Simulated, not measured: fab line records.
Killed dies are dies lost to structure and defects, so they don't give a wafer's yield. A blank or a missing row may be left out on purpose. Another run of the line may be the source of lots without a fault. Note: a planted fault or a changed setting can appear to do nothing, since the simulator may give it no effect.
fab line records || flow gf180mcu
record: {"lots": 7, "wafers": 21, "last-day": 34}
route steps=602 shown MVPSD@82 VT_IMPLANT@90
lots that met no fault: from a run of the same line without faults
start-h: start of the lot's first displayed wafer, in hours after the record's first day || wait-h: hours from the lot's prior step to this one || " unchanged from the row above || L1.1+2: several wafers, shown together as one row || - either no value or no given start || * or withheld: withheld || < > ~ a bound
route shown NAME@n: a module of which the file shows steps, and the number in the route of the first || usual: mean/standard deviation of fault-free wafers || same: alike in all rows || chamber/n: place in a boat || sites: each site's reading || _std_site: the standard deviation of these || _edge_site: mean of outer sites minus mean of inner sites || radius-mm: how far each site lies from the wafer's centre || mask NAME#n: copy n || behind: the tool/chamber that last shaped the wafer || hold: reason for holding the lot/hours on hold/outcome of the hold || device: which transistor (n, p or np) failed to switch || end of line: the same wafers' tests at the end of the route || for a step that has no rows: nothing shown but its recipe || killed: not the wafer's yield, but the dies lost to structure and defects at the first sort || map: per-die view of a wafer (x killed, . not killed, _ where there is no die)
set.NAME: setting as actually run; set.NAME@STEP: the setting as run at that earlier step || model.NAME: the simulator's own value behind a step, which no gauge read
certain route steps with their lots: each step a table, each wafer a row
services: the hour from which a tool's chamber was out of use, counted from the record's first day as start-h (under 0 if before that day), plus the number of hours and why
== steps ==
step: GF_MVPSD_EXPOSE_04
recipe: {"mask-id": "MVPSD", "target-cd-nm": 1000, "na": 0.6, "source-shape": "conventional", "sigma-outer": 0.6, "dose-mj": 260}
step: GF_MVPSD_PEB_05
recipe: {"temp-c": 115, "time-s": "withheld"}
step: GF_MVPSD_DEVELOP_06
recipe: {"wall-angle-deg": 90, "develop-time-s": 60, "dev-temp-c": 23}
step: GF_MVPSD_OVL_MEAS_07
usual: {"MVPSD_OVL": "-0.3/1.5"}
{"lot.wafer": "L283.2", "tool": "overlay-02", "chamber": "-", "start-h": 138.37, "wait-h": "-", "MVPSD_OVL[nm]": 2.0}
{"lot.wafer": "L283.3", "tool": "overlay-02", "chamber": "-", "start-h": 138.37, "wait-h": "-", "MVPSD_OVL[nm]": 3.5}
{"lot.wafer": "L283.6", "tool": "overlay-02", "chamber": "-", "start-h": 138.37, "wait-h": "-", "MVPSD_OVL[nm]": 2.8}
{"lot.wafer": "L284.2", "tool": "overlay-02", "chamber": "-", "start-h": 142.45, "wait-h": "-", "MVPSD_OVL[nm]": 3.0}
{"lot.wafer": "L284.3", "tool": "overlay-02", "chamber": "-", "start-h": 142.45, "wait-h": "-", "MVPSD_OVL[nm]": 2.0}
{"lot.wafer": "L284.5", "tool": "overlay-02", "chamber": "-", "start-h": 142.45, "wait-h": "-", "MVPSD_OVL[nm]": 0.5}
{"lot.wafer": "L288.3", "tool": "overlay-02", "chamber": "-", "start-h": 170.23, "wait-h": "-", "MVPSD_OVL[nm]": -1.3}
{"lot.wafer": "L288.5", "tool": "overlay-02", "chamber": "-", "start-h": 170.23, "wait-h": "-", "MVPSD_OVL[nm]": 0.3}
{"lot.wafer": "L288.6", "tool": "overlay-02", "chamber": "-", "start-h": 170.23, "wait-h": "-", "MVPSD_OVL[nm]": -0.7}
{"lot.wafer": "L289.1", "tool": "overlay-02", "chamber": "-", "start-h": 174.05, "wait-h": "-", "MVPSD_OVL[nm]": -3.6}
{"lot.wafer": "L289.4", "tool": "overlay-02", "chamber": "-", "start-h": 174.05, "wait-h": "-", "MVPSD_OVL[nm]": -4.2}
{"lot.wafer": "L289.5", "tool": "overlay-02", "chamber": "-", "start-h": 174.05, "wait-h": "-", "MVPSD_OVL[nm]": -2.7}
{"lot.wafer": "L290.1", "tool": "overlay-02", "chamber": "-", "start-h": 178.18, "wait-h": "-", "MVPSD_OVL[nm]": 0.4}
{"lot.wafer": "L290.2", "tool": "overlay-02", "chamber": "-", "start-h": 178.18, "wait-h": "-", "MVPSD_OVL[nm]": -1.1}
{"lot.wafer": "L290.3", "tool": "overlay-02", "chamber": "-", "start-h": 178.18, "wait-h": "-", "MVPSD_OVL[nm]": 0.9}
{"lot.wafer": "L291.3", "tool": "overlay-01", "chamber": "-", "start-h": 185.44, "wait-h": "-", "MVPSD_OVL[nm]": -1.9}
{"lot.wafer": "L291.4", "tool": "overlay-01", "chamber": "-", "start-h": 185.44, "wait-h": "-", "MVPSD_OVL[nm]": -1.6}
{"lot.wafer": "L291.5", "tool": "overlay-01", "chamber": "-", "start-h": 185.44, "wait-h": "-", "MVPSD_OVL[nm]": -1.8}
{"lot.wafer": "L299.1", "tool": "overlay-02", "chamber": "-", "start-h": 236.43, "wait-h": "-", "MVPSD_OVL[nm]": -1.5}
{"lot.wafer": "L299.2", "tool": "overlay-02", "chamber": "-", "start-h": 236.43, "wait-h": "-", "MVPSD_OVL[nm]": -1.1}
{"lot.wafer": "L299.6", "tool": "overlay-02", "chamber": "-", "start-h": 236.43, "wait-h": "-", "MVPSD_OVL[nm]": -2.8}
step: GF_MVPSD_IMPLANT_08
recipe: {"species": "B", "energy-kev": 170, "dose-cm2": 1.5e+13, "tilt-deg": 0}
step: GF_MVPSD_IMPLANT_09
recipe: {"species": "B", "energy-kev": 40, "dose-cm2": 5e+12, "tilt-deg": 0}
step: GF_MVPSD_STRIP_10
recipe: {"chemistry": "O2/N2", "power-w": 1400, "pressure-mtorr": 1500, "platen-temp-c": 250, "o2-flow-sccm": 3000, "n2-flow-sccm": 300, "overash-fraction": 0.5}
usual: {"drypump-motor-current-A": "5.51/0.24", "heater-power-w": "360/58", "oes-product-au": "0.723/0.0047", "strip-time-to-endpoint-s": "37.02/0.14"}
{"lot.wafer": "L283.2", "tool": "plasma-asher-03", "chamber": 0, "start-h": 138.70, "wait-h": 0.1, "drypump-motor-current-A": 5.01, "heater-power-w": 331, "oes-product-au": 0.717, "rf-hours-counter-h": 46, "strip-time-to-endpoint-s": 37.18}
{"lot.wafer": "L283.3", "tool": "plasma-asher-03", "chamber": 0, "start-h": 138.70, "wait-h": 0.1, "drypump-motor-current-A": 5.01, "heater-power-w": 333, "oes-product-au": 0.726, "rf-hours-counter-h": "-", "strip-time-to-endpoint-s": 37.06}
{"lot.wafer": "L283.6", "tool": "plasma-asher-03", "chamber": 1, "start-h": 138.70, "wait-h": 0.1, "drypump-motor-current-A": 4.97, "heater-power-w": 380, "oes-product-au": 0.712, "rf-hours-counter-h": "-", "strip-time-to-endpoint-s": 37.08}
{"lot.wafer": "L284.2", "tool": "plasma-asher-02", "chamber": 0, "start-h": 142.78, "wait-h": 0.1, "drypump-motor-current-A": 5.59, "heater-power-w": 409, "oes-product-au": 0.723, "rf-hours-counter-h": 2, "strip-time-to-endpoint-s": 37.04}
{"lot.wafer": "L284.3", "tool": "plasma-asher-02", "chamber": 1, "start-h": 142.78, "wait-h": 0.1, "drypump-motor-current-A": 5.48, "heater-power-w": 331, "oes-product-au": 0.726, "rf-hours-counter-h": "-", "strip-time-to-endpoint-s": 36.97}
{"lot.wafer": "L284.5", "tool": "plasma-asher-02", "chamber": 0, "start-h": 142.78, "wait-h": 0.1, "drypump-motor-current-A": 5.59, "heater-power-w": 408, "oes-product-au": 0.729, "rf-hours-counter-h": "-", "strip-time-to-endpoint-s": 36.99}
{"lot.wafer": "L288.3", "tool": "plasma-asher-01", "chamber": 0, "start-h": 170.59, "wait-h": 0.1, "drypump-motor-current-A": 5.71, "heater-power-w": 442, "oes-product-au": 0.727, "rf-hours-counter-h": "-", "strip-time-to-endpoint-s": 37.20}
{"lot.wafer": "L288.5", "tool": "plasma-asher-01", "chamber": 0, "start-h": 170.59, "wait-h": 0.1, "drypump-motor-current-A": 5.70, "heater-power-w": 443, "oes-product-au": 0.724, "rf-hours-counter-h": "-", "strip-time-to-endpoint-s": 37.21}
{"lot.wafer": "L288.6", "tool": "plasma-asher-01", "chamber": 1, "start-h": 170.59, "wait-h": 0.1, "drypump-motor-current-A": 5.72, "heater-power-w": 276, "oes-product-au": 0.727, "rf-hours-counter-h": "-", "strip-time-to-endpoint-s": 37.21}
{"lot.wafer": "L289.1", "tool": "plasma-asher-02", "chamber": 1, "start-h": 174.38, "wait-h": 0.1, "drypump-motor-current-A": 5.47, "heater-power-w": 327, "oes-product-au": 0.732, "rf-hours-counter-h": 6, "strip-time-to-endpoint-s": 37.03}
{"lot.wafer": "L289.4", "tool": "plasma-asher-02", "chamber": 1, "start-h": 174.38, "wait-h": 0.1, "drypump-motor-current-A": 5.51, "heater-power-w": 323, "oes-product-au": 0.718, "rf-hours-counter-h": "-", "strip-time-to-endpoint-s": 37.02}
{"lot.wafer": "L289.5", "tool": "plasma-asher-02", "chamber": 1, "start-h": 174.38, "wait-h": 0.1, "drypump-motor-current-A": 5.51, "heater-power-w": 328, "oes-product-au": 0.718, "rf-hours-counter-h": "-", "strip-time-to-endpoint-s": 37.03}
{"lot.wafer": "L290.1", "tool": "plasma-asher-02", "chamber": 0, "start-h": 178.52, "wait-h": 0.1, "drypump-motor-current-A": 5.54, "heater-power-w": 408, "oes-product-au": 0.730, "rf-hours-counter-h": 6, "strip-time-to-endpoint-s": 36.89}
{"lot.wafer": "L290.2", "tool": "plasma-asher-02", "chamber": 1, "start-h": 178.52, "wait-h": 0.1, "drypump-motor-current-A": 5.50, "heater-power-w": 323, "oes-product-au": 0.721, "rf-hours-counter-h": 6, "strip-time-to-endpoint-s": 36.89}
{"lot.wafer": "L290.3", "tool": "plasma-asher-02", "chamber": 0, "start-h": 178.52, "wait-h": 0.1, "drypump-motor-current-A": 5.54, "heater-power-w": 404, "oes-product-au": 0.729, "rf-hours-counter-h": "-", "strip-time-to-endpoint-s": 37.02}
{"lot.wafer": "L291.3", "tool": "plasma-asher-02", "chamber": 1, "start-h": 185.80, "wait-h": 0.1, "drypump-motor-current-A": 5.55, "heater-power-w": 329, "oes-product-au": 0.734, "rf-hours-counter-h": "-", "strip-time-to-endpoint-s": 36.98}
{"lot.wafer": "L291.4", "tool": "plasma-asher-02", "chamber": 0, "start-h": 185.80, "wait-h": 0.1, "drypump-motor-current-A": 5.54, "heater-power-w": 395, "oes-product-au": 0.727, "rf-hours-counter-h": "-", "strip-time-to-endpoint-s": 37.15}
{"lot.wafer": "L291.5", "tool": "plasma-asher-02", "chamber": 0, "start-h": 185.80, "wait-h": 0.1, "drypump-motor-current-A": 5.59, "heater-power-w": 395, "oes-product-au": 0.725, "rf-hours-counter-h": "-", "strip-time-to-endpoint-s": 36.87}
{"lot.wafer": "L299.1", "tool": "plasma-asher-02", "chamber": 1, "start-h": 236.77, "wait-h": 0.1, "drypump-motor-current-A": 5.49, "heater-power-w": 322, "oes-product-au": 0.725, "rf-hours-counter-h": 12, "strip-time-to-endpoint-s": 36.81}
{"lot.wafer": "L299.2", "tool": "plasma-asher-02", "chamber": 0, "start-h": 236.77, "wait-h": 0.1, "drypump-motor-current-A": 5.55, "heater-power-w": 401, "oes-product-au": 0.718, "rf-hours-counter-h": 12, "strip-time-to-endpoint-s": 36.83}
{"lot.wafer": "L299.6", "tool": "plasma-asher-02", "chamber": 0, "start-h": 236.77, "wait-h": 0.1, "drypump-motor-current-A": 5.54, "heater-power-w": 396, "oes-product-au": 0.718, "rf-hours-counter-h": "-", "strip-time-to-endpoint-s": 36.90}
step: GF_MVPSD_TW_MEAS_11
usual: {"MVPSD_TW": "553.3/3"}
{"lot.wafer": "L283.2", "tool": "film-metro-02", "chamber": "-", "start-h": 138.81, "wait-h": 0.1, "MVPSD_TW": 551.1}
{"lot.wafer": "L283.3", "tool": "film-metro-02", "chamber": "-", "start-h": 138.81, "wait-h": 0.1, "MVPSD_TW": 554.5}
{"lot.wafer": "L283.6", "tool": "film-metro-02", "chamber": "-", "start-h": 138.81, "wait-h": 0.1, "MVPSD_TW": 550.8}
{"lot.wafer": "L284.2", "tool": "film-metro-02", "chamber": "-", "start-h": 142.89, "wait-h": 0.1, "MVPSD_TW": 551.4}
{"lot.wafer": "L284.3", "tool": "film-metro-02", "chamber": "-", "start-h": 142.89, "wait-h": 0.1, "MVPSD_TW": 549.2}
{"lot.wafer": "L284.5", "tool": "film-metro-02", "chamber": "-", "start-h": 142.89, "wait-h": 0.1, "MVPSD_TW": 554.6}
{"lot.wafer": "L288.3", "tool": "film-metro-03", "chamber": "-", "start-h": 170.67, "wait-h": 0.1, "MVPSD_TW": 551.3}
{"lot.wafer": "L288.5", "tool": "film-metro-03", "chamber": "-", "start-h": 170.67, "wait-h": 0.1, "MVPSD_TW": 557.6}
{"lot.wafer": "L288.6", "tool": "film-metro-03", "chamber": "-", "start-h": 170.67, "wait-h": 0.1, "MVPSD_TW": 554.2}
{"lot.wafer": "L289.1", "tool": "film-metro-03", "chamber": "-", "start-h": 174.48, "wait-h": 0.1, "MVPSD_TW": 554.3}
{"lot.wafer": "L289.4", "tool": "film-metro-03", "chamber": "-", "start-h": 174.48, "wait-h": 0.1, "MVPSD_TW": 556.5}
{"lot.wafer": "L289.5", "tool": "film-metro-03", "chamber": "-", "start-h": 174.48, "wait-h": 0.1, "MVPSD_TW": 552.5}
{"lot.wafer": "L290.1", "tool": "film-metro-01", "chamber": "-", "start-h": 178.62, "wait-h": 0.1, "MVPSD_TW": 554.2}
{"lot.wafer": "L290.2", "tool": "film-metro-01", "chamber": "-", "start-h": 178.62, "wait-h": 0.1, "MVPSD_TW": 556.1}
{"lot.wafer": "L290.3", "tool": "film-metro-01", "chamber": "-", "start-h": 178.62, "wait-h": 0.1, "MVPSD_TW": 555.0}
{"lot.wafer": "L291.3", "tool": "film-metro-01", "chamber": "-", "start-h": 185.89, "wait-h": 0.1, "MVPSD_TW": 553.8}
{"lot.wafer": "L291.4", "tool": "film-metro-01", "chamber": "-", "start-h": 185.89, "wait-h": 0.1, "MVPSD_TW": 553.1}
{"lot.wafer": "L291.5", "tool": "film-metro-01", "chamber": "-", "start-h": 185.89, "wait-h": 0.1, "MVPSD_TW": 553.5}
{"lot.wafer": "L299.1", "tool": "film-metro-03", "chamber": "-", "start-h": 236.87, "wait-h": 0.1, "MVPSD_TW": 551.4}
{"lot.wafer": "L299.2", "tool": "film-metro-03", "chamber": "-", "start-h": 236.87, "wait-h": 0.1, "MVPSD_TW": 554.5}
{"lot.wafer": "L299.6", "tool": "film-metro-03", "chamber": "-", "start-h": 236.87, "wait-h": 0.1, "MVPSD_TW": 554.1}
step: GF_VT_IMPLANT_DEHYDRATE_00
recipe: {"temp-c": 200, "time-s": 60}
step: GF_VT_IMPLANT_HMDS_01
recipe: {"prime-time-s": 60, "prime-temp-c": 120}
step: GF_VT_IMPLANT_COAT_02
recipe: {"resist": "NOVOLAK", "spin-rpm": 3000, "resist-thk-nm": 1000}
step: GF_VT_IMPLANT_SOFTBAKE_03
recipe: {"temp-c": 90, "time-s": 60, "resist": "NOVOLAK"}
step: GF_VT_IMPLANT_EXPOSE_04
recipe: {"mask-id": "LVPWELL_LV_AREA", "target-cd-nm": 600, "na": 0.6, "source-shape": "conventional", "sigma-outer": 0.6, "dose-mj": 140}
usual: {"exposure-dose-mJ-cm2": "140.00/0.14", "focus-offset-nm": "0.0/0.53", "sigma-outer": "0.6/0"}
{"lot.wafer": "L283.2", "tool": "iline-stepper-01", "chamber": 0, "start-h": 146.84, "wait-h": "-", "mask": "LVPWELL_LV_AREA#0", "exposure-dose-mJ-cm2": 140.06, "focus-offset-nm": 0.4, "sigma-outer": 0.6}
{"lot.wafer": "L283.3", "tool": "iline-stepper-01", "chamber": 0, "start-h": 146.84, "wait-h": "-", "mask": "LVPWELL_LV_AREA#0", "exposure-dose-mJ-cm2": 139.98, "focus-offset-nm": 0.3, "sigma-outer": 0.6}
{"lot.wafer": "L283.6", "tool": "iline-stepper-01", "chamber": 0, "start-h": 146.84, "wait-h": "-", "mask": "LVPWELL_LV_AREA#0", "exposure-dose-mJ-cm2": 140.02, "focus-offset-nm": 0.0, "sigma-outer": 0.6}
{"lot.wafer": "L284.2", "tool": "iline-stepper-02", "chamber": 0, "start-h": 151.11, "wait-h": "-", "mask": "LVPWELL_LV_AREA#0", "exposure-dose-mJ-cm2": 140.05, "focus-offset-nm": 0.3, "sigma-outer": 0.6}
{"lot.wafer": "L284.3", "tool": "iline-stepper-02", "chamber": 0, "start-h": 151.11, "wait-h": "-", "mask": "LVPWELL_LV_AREA#0", "exposure-dose-mJ-cm2": 139.97, "focus-offset-nm": -0.2, "sigma-outer": 0.6}
{"lot.wafer": "L284.5", "tool": "iline-stepper-02", "chamber": 0, "start-h": 151.11, "wait-h": "-", "mask": "LVPWELL_LV_AREA#0", "exposure-dose-mJ-cm2": 140.18, "focus-offset-nm": 0.2, "sigma-outer": 0.6}
{"lot.wafer": "L288.3", "tool": "iline-stepper-02", "chamber": "-", "start-h": 178.10, "wait-h": "-", "mask": "LVPWELL_LV_AREA#0", "exposure-dose-mJ-cm2": "-", "focus-offset-nm": "-", "sigma-outer": "-"}
{"lot.wafer": "L288.5", "tool": "iline-stepper-02", "chamber": "-", "start-h": 178.10, "wait-h": "-", "mask": "LVPWELL_LV_AREA#0", "exposure-dose-mJ-cm2": "-", "focus-offset-nm": "-", "sigma-outer": "-"}
{"lot.wafer": "L288.6", "tool": "iline-stepper-02", "chamber": "-", "start-h": 178.10, "wait-h": "-", "mask": "LVPWELL_LV_AREA#0", "exposure-dose-mJ-cm2": "-", "focus-offset-nm": "-", "sigma-outer": "-"}
{"lot.wafer": "L289.1", "tool": "iline-stepper-01", "chamber": "-", "start-h": 182.72, "wait-h": "-", "mask": "LVPWELL_LV_AREA#0", "exposure-dose-mJ-cm2": "-", "focus-offset-nm": "-", "sigma-outer": "-"}
{"lot.wafer": "L289.4", "tool": "iline-stepper-01", "chamber": "-", "start-h": 182.72, "wait-h": "-", "mask": "LVPWELL_LV_AREA#0", "exposure-dose-mJ-cm2": "-", "focus-offset-nm": "-", "sigma-outer": "-"}
{"lot.wafer": "L289.5", "tool": "iline-stepper-01", "chamber": "-", "start-h": 182.72, "wait-h": "-", "mask": "LVPWELL_LV_AREA#0", "exposure-dose-mJ-cm2": "-", "focus-offset-nm": "-", "sigma-outer": "-"}
{"lot.wafer": "L290.1", "tool": "iline-stepper-01", "chamber": "-", "start-h": 187.36, "wait-h": "-", "mask": "LVPWELL_LV_AREA#0", "exposure-dose-mJ-cm2": "-", "focus-offset-nm": "-", "sigma-outer": "-"}
{"lot.wafer": "L290.2", "tool": "iline-stepper-01", "chamber": "-", "start-h": 187.36, "wait-h": "-", "mask": "LVPWELL_LV_AREA#0", "exposure-dose-mJ-cm2": "-", "focus-offset-nm": "-", "sigma-outer": "-"}
{"lot.wafer": "L290.3", "tool": "iline-stepper-01", "chamber": "-", "start-h": 187.36, "wait-h": "-", "mask": "LVPWELL_LV_AREA#0", "exposure-dose-mJ-cm2": "-", "focus-offset-nm": "-", "sigma-outer": "-"}
{"lot.wafer": "L291.3", "tool": "iline-stepper-01", "chamber": 0, "start-h": 194.15, "wait-h": "-", "mask": "LVPWELL_LV_AREA#0", "exposure-dose-mJ-cm2": 139.76, "focus-offset-nm": 0.1, "sigma-outer": 0.6}
{"lot.wafer": "L291.4", "tool": "iline-stepper-01", "chamber": 0, "start-h": 194.15, "wait-h": "-", "mask": "LVPWELL_LV_AREA#0", "exposure-dose-mJ-cm2": 140.06, "focus-offset-nm": 0.0, "sigma-outer": 0.6}
{"lot.wafer": "L291.5", "tool": "iline-stepper-01", "chamber": 0, "start-h": 194.15, "wait-h": "-", "mask": "LVPWELL_LV_AREA#0", "exposure-dose-mJ-cm2": 139.96, "focus-offset-nm": 0.3, "sigma-outer": 0.6}
{"lot.wafer": "L299.1", "tool": "iline-stepper-02", "chamber": 0, "start-h": 246.54, "wait-h": "-", "mask": "LVPWELL_LV_AREA#0", "exposure-dose-mJ-cm2": 139.88, "focus-offset-nm": 0.5, "sigma-outer": 0.6}
{"lot.wafer": "L299.2", "tool": "iline-stepper-02", "chamber": 0, "start-h": 246.54, "wait-h": "-", "mask": "LVPWELL_LV_AREA#0", "exposure-dose-mJ-cm2": 139.92, "focus-offset-nm": 0.6, "sigma-outer": 0.6}
{"lot.wafer": "L299.6", "tool": "iline-stepper-02", "chamber": 0, "start-h": 246.54, "wait-h": "-", "mask": "LVPWELL_LV_AREA#0", "exposure-dose-mJ-cm2": 139.88, "focus-offset-nm": -0.1, "sigma-outer": 0.6}
step: GF_VT_IMPLANT_PEB_05
recipe: {"temp-c": "withheld", "time-s": "*", "resist": "NOVOLAK"}
== services ==
{"tool": "plasma-asher-02", "chamber": 0, "start-h": 117.75, "hours": "-", "kind": "clean"}
{"tool": "plasma-asher-02", "chamber": 1, "start-h": 117.75, "hours": "-", "kind": "clean"}
{"tool": "plasma-asher-02", "chamber": "-", "start-h": 118.11, "hours": 1.0, "kind": "repair"}
{"tool": "plasma-asher-02", "chamber": "-", "start-h": 127.68, "hours": 4.3, "kind": "pm"}
{"tool": "plasma-asher-02", "chamber": "-", "start-h": 186.24, "hours": 2.8, "kind": "repair"}
{"tool": "plasma-asher-02", "chamber": "-", "start-h": 193.88, "hours": 1.9, "kind": "repair"}
{"tool": "iline-stepper-02", "chamber": "-", "start-h": 198.38, "hours": 8.9, "kind": "pm"}
{"tool": "plasma-asher-01", "chamber": "-", "start-h": 204.84, "hours": 0.4, "kind": "repair"}
{"tool": "plasma-asher-02", "chamber": "-", "start-h": 205.76, "hours": 2.7, "kind": "repair"}
== key ==
first-sign: {"step": "GF_VT_IMPLANT_EXPOSE_04", "reading": "tool-record", "direction": "missing"}
effect none on later readings
met-at GF_VT_IMPLANT_EXPOSE_04
struck-wafers L288.3,L288.5,L288.6,L289.1,L289.4,L289.5,L290.1,L290.2,L290.3
later-rows-left-out L288.3,L288.5,L288.6,L289.1,L289.4,L289.5,L290.1,L290.2,L290.3
sort-left-out L288.3,L288.5,L288.6,L289.1,L289.4,L289.5,L290.1,L290.2,L290.3
tester-left-out L288,L289,L290
onset-between 151.11 178.10
fault: {"kind": "skipped-step-whole", "tool": "iline-stepper-01,iline-stepper-02", "chamber": "-", "onset-h": 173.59, "steps": "GF_VT_IMPLANT_EXPOSE_04", "scope": "struck-lots-only"}
tester-left-out: of these lots the tester's yield and bins aren't shown, on N5 and GAA mostly nor the transistor test; their killed dies are dies lost to structure and defects alone, not to doping, threshold or leakage, so they don't give the yield
sort-left-out: the simulated sort isn't trusted on such a fault, so these wafers' sort isn't shown, and their yield isn't known
later-rows-left-out: the simulator's readings of these wafers behind a module that went badly wrong aren't trusted and aren't shown, but for the sort
